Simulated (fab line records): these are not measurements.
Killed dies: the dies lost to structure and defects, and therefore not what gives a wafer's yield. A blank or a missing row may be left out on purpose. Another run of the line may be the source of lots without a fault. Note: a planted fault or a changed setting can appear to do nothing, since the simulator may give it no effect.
The same fault as seen by 2 desks / flow sky130 / every desk sees just its own numbers, and what lay behind them comes last

## FOR THE TOOL OWNER'S DESK: implanter-03
The tool's own readings at SKY_VT_ADJUST_HVTR_IMPLANT_09: means of the sampled wafers that have a number, for each lot that ran on this tool. Marked OUT: a lot whose mean sits more than 4 standard deviations from the usual mean, which makes it out of limits; the brackets give that distance.
Columns: A = dose_ions_cm2 at SKY_VT_ADJUST_HVTR_IMPLANT_09, usual 2.1001e+12; B = end_station_pressure_torr at SKY_VT_ADJUST_HVTR_IMPLANT_09, usual 5e-06 Torr; C = faraday_current_uA at SKY_VT_ADJUST_HVTR_IMPLANT_09, usual 11.84
lot=L907; first seen here=day 11 02:50; A=2.0991e+12; B=5e-06; C=11.96
lot=L909; first seen here=day 11 14:02; A=2.4001e+12 (+99 or more) OUT; B=5e-06; C=13.45 (+7.0) OUT
lot=L910; first seen here=day 11 22:52; A=2.4026e+12 (+99 or more) OUT; B=5e-06; C=13.69 (+8.0) OUT
lot=L919; first seen here=day 15 02:07; A=2.1023e+12; B=5e-06; C=11.81
lot=L921; first seen here=day 15 07:58; A=2.1001e+12; B=5e-06; C=11.98
lot=L923; first seen here=day 15 19:27; A=2.1008e+12; B=5e-06; C=11.71
Finding of this desk: L909, L910 out of limits; the first was L909 at day 11 14:02, on dose_ions_cm2 at SKY_VT_ADJUST_HVTR_IMPLANT_09. L907, L919, L921, L923: within limits.

## METROLOGY DESK
Lot by lot, what the gauges showed, no matter which tool ran the lot: averages of those sampled wafers that carry a number. Marked OUT: a lot whose mean sits more than 4 standard deviations from the usual mean, which makes it out of limits; the brackets give that distance.
Columns: A = cd_nm at SKY_VT_ADJUST_NCORE_CD_MEAS_07, usual 379.7 nm; B = VT_ADJUST_NCORE_OVL at SKY_VT_ADJUST_NCORE_OVL_MEAS_08, usual -0.1 nm; C = VT_ADJUST_HVTR_TW at SKY_VT_ADJUST_HVTR_TW_MEAS_11, usual 210.3; D = cd_nm at SKY_SONOS_TUNNEL_CD_MEAS_07, usual 410.2 nm
lot=L902; first seen here=day 8 09:55; A=378.1; B=-1.0; C=212.8; D=414.7
lot=L903; first seen here=day 8 17:26; A=379.8; B=2.3; C=210.5; D=407.8
lot=L904; first seen here=day 8 22:55; A=379.8; B=0.3; C=212.4; D=408.6
lot=L907; first seen here=day 10 03:58; A=383.3; B=-1.4; C=208.8; D=412.0
lot=L909; first seen here=day 10 14:33; A=386.8; B=-1.6; C=215.7; D=414.0
lot=L910; first seen here=day 11 01:28; A=376.0; B=-0.8; C=216.7; D=411.5
lot=L915; first seen here=day 12 03:58; A=378.1; B=0.8; C=212.1; D=409.7
lot=L920; first seen here=day 13 22:25; A=378.3; B=3.0; C=207.8; D=412.1
lot=L919; first seen here=day 13 22:58; A=381.6; B=-0.7; C=210.8; D=412.5
lot=L921; first seen here=day 14 04:31; A=379.2; B=2.3; C=212.6; D=407.7
lot=L922; first seen here=day 14 09:34; A=374.5; B=0.2; C=206.8; D=407.1
lot=L923; first seen here=day 14 15:16; A=384.5; B=1.5; C=210.3; D=413.6
lot=L924; first seen here=day 14 18:50; A=378.1; B=-1.4; C=210.9; D=411.5
Result from this desk: across the 13 lots, nothing is out of limits.

## TAKEN TOGETHER
At day 11 14:02, on L909, L910, the tool owner's desk was in a position to raise an alarm.
Metrology desk: nothing out of limits seen.
The metrology desk holds a record of L909, L910, inside its limits.
On implanter-03, each named lot ran SKY_VT_ADJUST_HVTR_IMPLANT_09.

## WHAT THE SIMULATOR HAD INSERTED
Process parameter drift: implanter-03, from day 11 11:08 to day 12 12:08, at SKY_VT_ADJUST_HVTR_IMPLANT_09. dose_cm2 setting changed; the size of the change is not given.
Struck lots among those shown: L909, L910.
Delay in hours, fault start to first out-of-limits reading, by desk: the tool owner's desk at 3.
